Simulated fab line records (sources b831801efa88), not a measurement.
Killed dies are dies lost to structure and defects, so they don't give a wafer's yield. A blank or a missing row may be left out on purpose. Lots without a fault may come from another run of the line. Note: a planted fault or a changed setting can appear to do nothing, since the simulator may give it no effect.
Problem report, 8D (eight disciplines) form, completed by code / flow sky130 / the parts of the form that need people (team, actions taken, sign-off) are left out

1. PROBLEM STATEMENT
Wafers without a fault read 89.13 s, standard deviation 0.12; run_length_s at SKY_VT_ADJUST_HVTP_SOFTBAKE_03 reads a mean of 109.63 s on 6 wafers belonging to 2 lots. So: +99 or more standard deviations from the usual mean.
The step: time 60 s.
Earliest sighting: wafer L942.1 on litho_track-03 at day 10 22:33. At this step, 42 wafers from 14 lots have a number in the record. Rule for "out", or "out of limits": more than 4 standard deviations from the usual mean. Any other wafer with a number is counted as sound.

2. WHAT IT IS, WHAT IT ISN'T
question=which readings at this step | is=run_length_s | is not=-
question=which lots | is=L942, L943 | is not=L922, L923, L924, L926, L928, L929, L930, L932, L933, L937, L944, L945
question=which wafers of those lots | is=all that have a number | is not=-
question=read on which tools | is=litho_track-03 | is not=litho_track-02, litho_track-04
question=when | is=from day 10 22:33 | is not=up to then (30 sound wafers); but 6 sound wafers of L944, L945 came after

3. THE SUSPECTS, EACH WITH WHAT RULES IT OUT
Counting: a tool at a process step up to the reading stays a suspect if it ran every lot that is out and no sound lot after the first of them.
- litho_track-03 at SKY_VT_ADJUST_HVTP_SOFTBAKE_03 (time 60 s): kept. It processed each lot that is out, first L942 at day 10 22:33, and no sound lot thereafter; up to then, the last sound lot it processed was L937 at day 9 11:58. On those wafers its own readings are out: run_length_s.
After counting, what remains is litho_track-03 at SKY_VT_ADJUST_HVTP_SOFTBAKE_03.

4. THE CAUSE (what the simulator had put in)
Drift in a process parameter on litho_track-03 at SKY_VT_ADJUST_HVTP_SOFTBAKE_03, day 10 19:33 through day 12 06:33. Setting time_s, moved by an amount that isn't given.
Only this tool survived the counting.

5. THE EFFECT CHAIN, in route order
Rows list readings where the struck wafers' mean (over those with a number) sits beyond 3 standard deviations from the usual. Only readings whose record carries a usual standard deviation are examined. hours: median over the lots of the time between each lot's start at the first step of this table that gives one and its start at this step. sigmas: the change, counted in usual standard deviations.
hours=0; step=SKY_VT_ADJUST_HVTP_SOFTBAKE_03; reading=run_length_s; usual=89.13 s; on struck wafers=109.63; change=+20.50; sigmas=+99 or more
Process steps it contains:
- SKY_VT_ADJUST_HVTP_SOFTBAKE_03: time 60 s.

6. HOW IT WOULD HAVE BEEN CAUGHT EARLIER
In this record the first reading out of limits was taken at day 10 22:33, 3 hours after the fault began at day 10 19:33.
